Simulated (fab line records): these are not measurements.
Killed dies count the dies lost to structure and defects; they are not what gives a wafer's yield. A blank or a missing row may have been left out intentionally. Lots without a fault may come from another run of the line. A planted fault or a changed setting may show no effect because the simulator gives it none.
A sampling plan put to the test    flow gf180mcu    each of the 55 faults these records tell of, on one fab line, judged from the records of the lots it struck
The plan is the line's own looks: the steps of the route at which a gauge or an inspection reads the wafer and doesn't change it. A look can be judged if struck wafers have a number there and the file gives its usual mean and standard deviation on fault-free wafers. Caught: 4 or more of those standard deviations (sigma) separate the usual mean from the mean of the struck wafers at a look after the fault's first step. On the tool: the fault's steps, tested the same way using the tool's own readings. If the struck wafers alone have a blank record, or they carry another recipe, that too counts as caught.

== THE FAULTS, as the simulator had put them in ==
1. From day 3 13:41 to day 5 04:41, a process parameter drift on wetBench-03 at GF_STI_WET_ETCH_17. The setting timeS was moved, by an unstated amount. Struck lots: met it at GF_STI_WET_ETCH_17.
2. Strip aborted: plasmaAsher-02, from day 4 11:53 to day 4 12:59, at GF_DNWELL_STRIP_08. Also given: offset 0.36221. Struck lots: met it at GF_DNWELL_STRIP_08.
3. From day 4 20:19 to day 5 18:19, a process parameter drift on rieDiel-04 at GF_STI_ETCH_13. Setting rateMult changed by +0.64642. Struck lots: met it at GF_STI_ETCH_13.
4. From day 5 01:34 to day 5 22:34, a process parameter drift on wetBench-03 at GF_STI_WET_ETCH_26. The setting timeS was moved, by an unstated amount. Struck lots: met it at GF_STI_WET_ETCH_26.
5. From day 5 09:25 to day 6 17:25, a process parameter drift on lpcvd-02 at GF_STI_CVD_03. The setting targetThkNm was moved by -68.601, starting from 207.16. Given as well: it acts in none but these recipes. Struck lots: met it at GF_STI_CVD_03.
6. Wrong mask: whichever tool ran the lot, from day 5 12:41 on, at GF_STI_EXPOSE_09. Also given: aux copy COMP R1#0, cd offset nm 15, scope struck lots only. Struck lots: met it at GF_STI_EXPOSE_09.
7. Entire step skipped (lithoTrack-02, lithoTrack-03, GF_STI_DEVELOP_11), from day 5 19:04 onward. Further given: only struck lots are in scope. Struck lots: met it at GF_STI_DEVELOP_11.
8. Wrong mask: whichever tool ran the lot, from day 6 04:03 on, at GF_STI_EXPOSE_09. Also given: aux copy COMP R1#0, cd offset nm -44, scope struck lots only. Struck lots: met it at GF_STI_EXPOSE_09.
9. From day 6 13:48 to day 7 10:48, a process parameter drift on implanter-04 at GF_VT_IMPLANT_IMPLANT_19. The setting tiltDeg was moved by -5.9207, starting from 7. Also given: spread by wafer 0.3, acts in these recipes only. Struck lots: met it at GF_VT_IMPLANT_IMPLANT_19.
10. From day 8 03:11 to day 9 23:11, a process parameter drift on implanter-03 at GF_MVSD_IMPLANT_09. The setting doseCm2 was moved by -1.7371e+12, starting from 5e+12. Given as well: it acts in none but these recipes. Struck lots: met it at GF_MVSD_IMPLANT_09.
11. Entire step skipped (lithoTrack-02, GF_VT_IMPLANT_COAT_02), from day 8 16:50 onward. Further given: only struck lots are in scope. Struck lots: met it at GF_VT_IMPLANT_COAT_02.
12. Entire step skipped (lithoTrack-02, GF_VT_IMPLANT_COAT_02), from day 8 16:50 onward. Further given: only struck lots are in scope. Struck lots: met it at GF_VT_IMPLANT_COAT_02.
13. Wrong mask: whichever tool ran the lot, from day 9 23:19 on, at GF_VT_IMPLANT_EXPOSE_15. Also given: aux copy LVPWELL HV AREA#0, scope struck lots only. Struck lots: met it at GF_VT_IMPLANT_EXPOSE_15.
14. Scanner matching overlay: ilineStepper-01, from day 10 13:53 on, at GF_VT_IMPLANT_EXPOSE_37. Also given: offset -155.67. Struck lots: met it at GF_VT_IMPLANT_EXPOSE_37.
15. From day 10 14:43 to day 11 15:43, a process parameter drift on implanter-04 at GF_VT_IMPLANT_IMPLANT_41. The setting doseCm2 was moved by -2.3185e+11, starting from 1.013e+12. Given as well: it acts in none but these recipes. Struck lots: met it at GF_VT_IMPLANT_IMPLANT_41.
16. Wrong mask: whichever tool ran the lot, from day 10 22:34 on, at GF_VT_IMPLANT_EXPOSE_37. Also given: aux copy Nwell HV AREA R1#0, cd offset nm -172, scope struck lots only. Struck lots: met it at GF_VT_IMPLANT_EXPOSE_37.
17. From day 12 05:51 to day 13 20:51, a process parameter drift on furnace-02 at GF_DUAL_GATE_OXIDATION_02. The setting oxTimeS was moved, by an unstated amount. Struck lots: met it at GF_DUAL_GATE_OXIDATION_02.
18. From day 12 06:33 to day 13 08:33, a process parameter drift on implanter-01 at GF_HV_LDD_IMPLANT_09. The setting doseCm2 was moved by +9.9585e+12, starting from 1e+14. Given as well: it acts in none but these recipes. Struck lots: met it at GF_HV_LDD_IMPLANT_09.
19. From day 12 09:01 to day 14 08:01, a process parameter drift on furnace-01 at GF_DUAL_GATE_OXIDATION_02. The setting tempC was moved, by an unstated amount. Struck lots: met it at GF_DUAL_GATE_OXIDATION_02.
20. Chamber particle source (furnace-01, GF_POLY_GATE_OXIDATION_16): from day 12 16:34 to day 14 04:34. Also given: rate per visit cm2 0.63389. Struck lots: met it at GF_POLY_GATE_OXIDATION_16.
21. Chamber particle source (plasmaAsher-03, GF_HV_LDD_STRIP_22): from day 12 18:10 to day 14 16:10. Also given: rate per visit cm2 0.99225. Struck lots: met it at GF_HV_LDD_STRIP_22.
22. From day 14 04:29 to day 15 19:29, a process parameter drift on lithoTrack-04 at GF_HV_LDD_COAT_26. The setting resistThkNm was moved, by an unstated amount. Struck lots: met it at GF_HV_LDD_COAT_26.
23. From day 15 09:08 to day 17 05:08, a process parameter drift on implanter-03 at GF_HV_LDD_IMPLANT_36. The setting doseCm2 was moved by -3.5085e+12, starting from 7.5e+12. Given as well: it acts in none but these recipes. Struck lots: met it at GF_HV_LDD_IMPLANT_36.
24. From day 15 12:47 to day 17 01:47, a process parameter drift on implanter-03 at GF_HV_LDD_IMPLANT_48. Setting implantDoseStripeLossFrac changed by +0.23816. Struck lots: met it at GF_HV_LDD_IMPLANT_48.
25. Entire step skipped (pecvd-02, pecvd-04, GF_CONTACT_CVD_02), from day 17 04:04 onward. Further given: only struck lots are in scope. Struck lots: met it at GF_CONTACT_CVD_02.
26. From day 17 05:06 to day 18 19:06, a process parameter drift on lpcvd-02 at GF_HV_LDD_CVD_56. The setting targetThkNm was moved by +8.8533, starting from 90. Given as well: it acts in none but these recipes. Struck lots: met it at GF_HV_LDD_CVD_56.
27. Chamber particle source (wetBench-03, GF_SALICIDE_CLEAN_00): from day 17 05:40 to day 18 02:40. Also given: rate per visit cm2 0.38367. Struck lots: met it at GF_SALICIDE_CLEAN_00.
28. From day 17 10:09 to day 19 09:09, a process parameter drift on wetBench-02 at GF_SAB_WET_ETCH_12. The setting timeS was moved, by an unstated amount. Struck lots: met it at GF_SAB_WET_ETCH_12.
29. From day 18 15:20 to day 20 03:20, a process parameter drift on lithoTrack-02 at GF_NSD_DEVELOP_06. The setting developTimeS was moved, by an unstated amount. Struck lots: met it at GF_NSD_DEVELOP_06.
30. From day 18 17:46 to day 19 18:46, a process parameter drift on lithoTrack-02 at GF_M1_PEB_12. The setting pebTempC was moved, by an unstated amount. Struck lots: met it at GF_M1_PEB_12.
31. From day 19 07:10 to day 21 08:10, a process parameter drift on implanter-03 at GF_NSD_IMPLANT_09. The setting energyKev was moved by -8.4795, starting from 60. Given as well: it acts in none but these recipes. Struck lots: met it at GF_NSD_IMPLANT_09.
32. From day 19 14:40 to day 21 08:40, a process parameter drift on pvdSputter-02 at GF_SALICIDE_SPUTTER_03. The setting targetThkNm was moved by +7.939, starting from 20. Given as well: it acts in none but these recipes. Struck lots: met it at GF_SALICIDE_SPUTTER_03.
33. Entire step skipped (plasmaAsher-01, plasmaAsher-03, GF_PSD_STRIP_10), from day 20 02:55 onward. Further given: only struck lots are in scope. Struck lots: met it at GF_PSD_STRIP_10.
34. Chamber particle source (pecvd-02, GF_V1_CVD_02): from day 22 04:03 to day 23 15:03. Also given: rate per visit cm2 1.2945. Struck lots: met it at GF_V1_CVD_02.
35. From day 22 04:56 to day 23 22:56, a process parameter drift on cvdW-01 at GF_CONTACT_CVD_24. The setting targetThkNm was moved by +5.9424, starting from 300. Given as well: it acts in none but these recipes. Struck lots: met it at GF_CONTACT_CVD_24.
36. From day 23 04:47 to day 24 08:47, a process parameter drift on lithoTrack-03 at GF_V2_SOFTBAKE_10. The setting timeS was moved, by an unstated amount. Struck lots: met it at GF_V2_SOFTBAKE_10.
37. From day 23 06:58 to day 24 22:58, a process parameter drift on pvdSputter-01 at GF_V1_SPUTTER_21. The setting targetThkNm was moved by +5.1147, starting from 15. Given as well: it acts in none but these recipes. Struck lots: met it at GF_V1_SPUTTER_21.
38. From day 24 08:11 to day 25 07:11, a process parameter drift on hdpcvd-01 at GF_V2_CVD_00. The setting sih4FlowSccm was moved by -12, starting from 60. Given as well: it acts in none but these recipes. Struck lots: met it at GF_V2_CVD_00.
39. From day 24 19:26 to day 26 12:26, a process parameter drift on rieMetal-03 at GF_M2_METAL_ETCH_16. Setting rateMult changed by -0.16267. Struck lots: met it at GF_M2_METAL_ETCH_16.
40. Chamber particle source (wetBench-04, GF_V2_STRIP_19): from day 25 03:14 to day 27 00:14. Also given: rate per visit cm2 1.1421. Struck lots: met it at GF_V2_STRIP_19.
41. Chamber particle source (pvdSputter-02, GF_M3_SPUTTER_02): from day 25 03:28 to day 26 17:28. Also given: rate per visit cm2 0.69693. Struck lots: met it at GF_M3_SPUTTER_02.
42. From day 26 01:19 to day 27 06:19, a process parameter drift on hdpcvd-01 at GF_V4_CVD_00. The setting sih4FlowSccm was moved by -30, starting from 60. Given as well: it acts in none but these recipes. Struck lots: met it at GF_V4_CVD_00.
43. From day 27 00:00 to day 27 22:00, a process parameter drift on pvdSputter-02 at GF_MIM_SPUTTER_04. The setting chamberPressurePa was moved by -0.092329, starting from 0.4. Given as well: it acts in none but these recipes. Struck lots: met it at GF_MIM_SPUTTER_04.
44. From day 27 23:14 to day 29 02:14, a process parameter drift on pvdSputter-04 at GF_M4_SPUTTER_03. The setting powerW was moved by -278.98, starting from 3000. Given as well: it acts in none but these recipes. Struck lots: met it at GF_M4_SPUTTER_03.
45. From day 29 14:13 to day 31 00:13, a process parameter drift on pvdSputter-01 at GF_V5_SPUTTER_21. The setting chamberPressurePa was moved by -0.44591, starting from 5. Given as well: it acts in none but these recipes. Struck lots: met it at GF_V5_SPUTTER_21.
46. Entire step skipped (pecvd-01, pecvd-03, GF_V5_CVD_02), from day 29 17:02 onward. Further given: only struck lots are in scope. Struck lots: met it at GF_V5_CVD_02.
47. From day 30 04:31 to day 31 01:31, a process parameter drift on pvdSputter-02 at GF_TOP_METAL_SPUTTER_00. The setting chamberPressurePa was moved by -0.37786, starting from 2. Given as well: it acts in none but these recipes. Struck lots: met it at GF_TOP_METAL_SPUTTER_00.
48. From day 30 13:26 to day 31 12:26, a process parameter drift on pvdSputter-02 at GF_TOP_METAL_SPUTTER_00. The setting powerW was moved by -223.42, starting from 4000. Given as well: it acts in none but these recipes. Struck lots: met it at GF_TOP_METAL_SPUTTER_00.
49. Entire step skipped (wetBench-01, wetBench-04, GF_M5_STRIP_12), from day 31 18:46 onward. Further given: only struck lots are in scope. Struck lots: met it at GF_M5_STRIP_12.
50. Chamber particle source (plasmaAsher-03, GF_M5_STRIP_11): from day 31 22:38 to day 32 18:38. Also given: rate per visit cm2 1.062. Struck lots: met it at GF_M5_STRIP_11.
51. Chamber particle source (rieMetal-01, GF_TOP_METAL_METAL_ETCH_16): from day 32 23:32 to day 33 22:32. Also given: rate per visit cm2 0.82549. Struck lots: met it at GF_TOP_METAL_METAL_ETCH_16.
52. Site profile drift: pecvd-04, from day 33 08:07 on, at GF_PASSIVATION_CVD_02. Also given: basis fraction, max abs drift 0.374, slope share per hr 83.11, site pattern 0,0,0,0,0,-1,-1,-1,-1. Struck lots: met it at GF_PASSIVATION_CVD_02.
53. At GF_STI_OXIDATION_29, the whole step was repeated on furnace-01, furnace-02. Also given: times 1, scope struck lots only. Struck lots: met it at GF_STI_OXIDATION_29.
54. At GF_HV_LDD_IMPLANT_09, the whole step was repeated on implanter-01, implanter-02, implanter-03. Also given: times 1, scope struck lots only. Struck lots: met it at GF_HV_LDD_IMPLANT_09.
55. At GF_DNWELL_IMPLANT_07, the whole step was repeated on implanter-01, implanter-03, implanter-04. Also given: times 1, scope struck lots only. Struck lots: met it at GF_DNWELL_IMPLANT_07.

== WHAT THE PLAN SAW ==
fault  on the tool itself                                first look that catches it                       reading, sigma                                median hours from its first step to that look  hours from the fault's start to the first struck lot there  judged looks passed uncaught
1      runLengthS -99 or beyond sigma                    none of the 2 looks that can be judged after it  -                                             -                                              -                                                           2
2      oesProductAu +50 sigma                            not the one look that can be judged after it     -                                             -                                              -                                                           1
3      under 2 sigma                                     no look after it can be judged                   -                                             -                                              -                                                           0
4      runLengthS -43 sigma                              none of the 4 looks that can be judged after it  -                                             -                                              -                                                           4
5      no reading that can be judged                     GF_STI_THK_MEAS_04                               STI_CVD_03_THK -32                            2.0                                            6                                                           0
6      under 2 sigma                                     GF_STI_CD_MEAS_12                                cdNm +11                                      6.4                                            9                                                           0
7      no reading that can be judged                     no look after it can be judged                   -                                             -                                              -                                                           0
8      under 2 sigma                                     GF_STI_CD_MEAS_12                                cdNm -29                                      7.0                                            9                                                           0
9      no reading that can be judged                     GF_VT_IMPLANT_TW_MEAS_21                         VT_IMPLANT_2_TW -7.2                          0.2                                            2                                                           0
10     doseIonsCm2 -99 or beyond sigma                   GF_VT_IMPLANT_RS_MEAS_46                         MVSD_RS +28                                   93.2                                           100                                                         0
11     the tool's record is blank for the struck wafers  GF_VT_IMPLANT_TW_MEAS_32                         VT_IMPLANT_3_TW +99 or beyond                 45.6                                           46                                                          1
12     the tool's record is blank for the struck wafers  GF_VT_IMPLANT_TW_MEAS_32                         VT_IMPLANT_3_TW +99 or beyond                 44.9                                           46                                                          1
13     no reading that can be judged                     GF_VT_IMPLANT_TW_MEAS_21                         VT_IMPLANT_2_TW -99 or beyond                 9.0                                            13                                                          0
14     under 2 sigma                                     GF_VT_IMPLANT_OVL_MEAS_40                        VT_IMPLANT_03_OVL -99 or beyond               8.8                                            16                                                          0
15     doseIonsCm2 -99 or beyond sigma                   GF_VT_IMPLANT_TW_MEAS_43                         VT_IMPLANT_4_TW -7.5                          0.2                                            8                                                           0
16     no reading that can be judged                     no look after it can be judged                   -                                             -                                              -                                                           0
17     no reading that can be judged                     GF_DUAL_GATE_THK_MEAS_03                         DUAL_GATE_OXIDATION_00_THK +7.0               1.5                                            4                                                           0
18     doseIonsCm2 +83 sigma                             GF_HV_LDD_RS_MEAS_53                             HV_LDD_RS -17                                 63.0                                           68                                                          1
19     tubeCenterTempC +99 or beyond sigma               GF_DUAL_GATE_THK_MEAS_03                         DUAL_GATE_OXIDATION_00_THK +58                1.4                                            17                                                          0
20     under 2 sigma                                     not the one look that can be judged after it     -                                             -                                              -                                                           1
21     under 2 sigma                                     not the one look that can be judged after it     -                                             -                                              -                                                           1
22     no reading that can be judged                     GF_HV_LDD_CD_MEAS_31                             cdNm +4.8                                     10.4                                           15                                                          0
23     doseIonsCm2 -99 or beyond sigma                   GF_HV_LDD_TW_MEAS_38                             HV_LDD_3_TW -4.2                              0.2                                            3                                                           0
24     under 2 sigma                                     none of the 7 looks that can be judged after it  -                                             -                                              -                                                           7
25     the tool's record is blank for the struck wafers  no look after it can be judged                   -                                             -                                              -                                                           0
26     under 2 sigma                                     GF_HV_LDD_THK_MEAS_57                            HV_LDD_CVD_56_THK +10                         1.4                                            4                                                           0
27     under 2 sigma                                     none of the 2 looks that can be judged after it  -                                             -                                              -                                                           2
28     runLengthS -57 sigma                              no look after it can be judged                   -                                             -                                              -                                                           0
29     under 2 sigma                                     none of the 3 looks that can be judged after it  strongest: cdNm at GF_NSD_CD_MEAS_07, +3.3    -                                              -                                                           3
30     heaterPowerTotalW -64 sigma                       GF_M1_CD_MEAS_14                                 cdNm +18                                      0.3                                            8                                                           0
31     beamEnergyKeV -99 or beyond sigma                 GF_NSD_TW_MEAS_12                                NSD_TW -4.4                                   0.4                                            4                                                           0
32     under 2 sigma                                     GF_SALICIDE_RS_MEAS_04                           SALICIDE_TIN_RS -8.7                          0.1                                            9                                                           0
33     the tool's record is blank for the struck wafers  no look after it can be judged                   -                                             -                                              -                                                           0
34     under 2 sigma                                     none of the 2 looks that can be judged after it  -                                             -                                              -                                                           2
35     under 2 sigma                                     not the one look that can be judged after it     -                                             -                                              -                                                           1
36     heaterPowerTotalW +86 sigma                       none of the 2 looks that can be judged after it  -                                             -                                              -                                                           2
37     under 2 sigma                                     no look after it can be judged                   -                                             -                                              -                                                           0
38     sih4FlowSccm -66 sigma                            GF_V2_THK_MEAS_01                                V2_CVD_00_THK -19                             0.1                                            5                                                           0
39     oesProductAu -14 sigma                            no look after it can be judged                   -                                             -                                              -                                                           0
40     under 2 sigma                                     none of the 2 looks that can be judged after it  -                                             -                                              -                                                           2
41     under 2 sigma                                     none of the 2 looks that can be judged after it  -                                             -                                              -                                                           2
42     sih4FlowSccm -99 or beyond sigma                  GF_V4_THK_MEAS_01                                V4_CVD_00_THK -55                             0.1                                            5                                                           0
43     chamberPressurePa -99 or beyond sigma             none of the 5 looks that can be judged after it  -                                             -                                              -                                                           5
44     cathodeDcPowerW -99 or beyond sigma               no look after it can be judged                   -                                             -                                              -                                                           0
45     chamberPressurePa -47 sigma                       no look after it can be judged                   -                                             -                                              -                                                           0
46     the tool's record is blank for the struck wafers  not the one look that can be judged after it     strongest: V5_BOW at GF_V5_BOW_MEAS_05, -3.4  -                                              -                                                           1
47     chamberPressurePa -97 sigma                       no look after it can be judged                   -                                             -                                              -                                                           0
48     cathodeDcPowerW -99 or beyond sigma               no look after it can be judged                   -                                             -                                              -                                                           0
49     the tool's record is blank for the struck wafers  no look after it can be judged                   -                                             -                                              -                                                           0
50     under 2 sigma                                     no look after it can be judged                   -                                             -                                              -                                                           0
51     under 2 sigma                                     no look after it can be judged                   -                                             -                                              -                                                           0
52     under 2 sigma                                     GF_PASSIVATION_THK_MEAS_03                       PASSIVATION_CVD_02_THK -13                    0.3                                            4                                                           0
53     under 2 sigma                                     GF_STI_THK_MEAS_30                               STI_OXIDATION_02_THK +30                      3.6                                            -                                                           0
54     under 2 sigma                                     GF_HV_LDD_TW_MEAS_11                             HV_LDD_TW +23                                 0.6                                            -                                                           0
55     under 2 sigma                                     GF_DNWELL_TW_MEAS_09                             DNWELL_TW +34                                 0.6                                            -                                                           0
Dash: fault not caught, or number not given in these records.

Caught at a look: 25 of 55. Caught on the tool: 26 of 55. By one or the other: 40 of 55.
Faults 1, 2, 4, 25, 28, 33, 36, 39, 43, 44, 45, 46, 47, 48, 49 were caught on the tool alone.
Caught at a look alone: faults 5, 6, 8, 9, 13, 14, 17, 22, 26, 32, 52, 53, 54, 55.
Caught by neither: faults 3, 7, 16, 20, 21, 24, 27, 29, 34, 35, 37, 40, 41, 50, 51.

== THINNER SAMPLING ==
In the worst case, this is how late the first struck lot would be measured if the look that catches a fault measured only every second or every third lot, by lot number:
fault  struck lots at that look, in order of time  every lot  every second lot  every third lot
5      L894, L896, L897                            6 h        19 h              may miss all 3
6      L789                                        9 h        may miss it       may miss it
8      L243                                        9 h        may miss it       may miss it
9      L515, L516, L517                            2 h        10 h              17 h
10     L806, L811                                  100 h      134 h             may miss all 2
11     L239, L240, L241                            46 h       54 h              62 h
12     L902, L903                                  46 h       54 h              may miss all 2
13     L773                                        13 h       may miss it       may miss it
14     L446, L447                                  16 h       19 h              may miss all 2
15     L951, L953                                  8 h        may miss all 2    may miss all 2
17     L141, L142                                  4 h        9 h               may miss all 2
18     L918, L920                                  68 h       may miss all 2    may miss all 2
19     L587, L588, L589                            17 h       20 h              27 h
22     L710, L712                                  15 h       may miss all 2    may miss all 2
23     L298, L299                                  3 h        11 h              may miss all 2
26     L475, L478                                  4 h        30 h              may miss all 2
30     L421, L422                                  8 h        17 h              may miss all 2
31     L674, L676                                  4 h        may miss all 2    may miss all 2
32     L441, L442, L444                            9 h        15 h              may miss all 3
38     L885, L886, L887                            5 h        20 h              22 h
42     L227, L228, L229                            5 h        11 h              20 h
52     L749, L751                                  4 h        may miss all 2    may miss all 2
Hours count from the start of the fault until the first struck lot that is measured. The limit of 4 sigma was tested on all struck wafers together, so one lot alone may lie under it. Other struck lots may not be in these records.

== THE LONGEST TIMED WAY FROM STEP TO LOOK ==
For fault 10, GF_MVSD_IMPLANT_09 and GF_VT_IMPLANT_RS_MEAS_46 are separated by a median of 93.2 hours. No look between them can be judged.
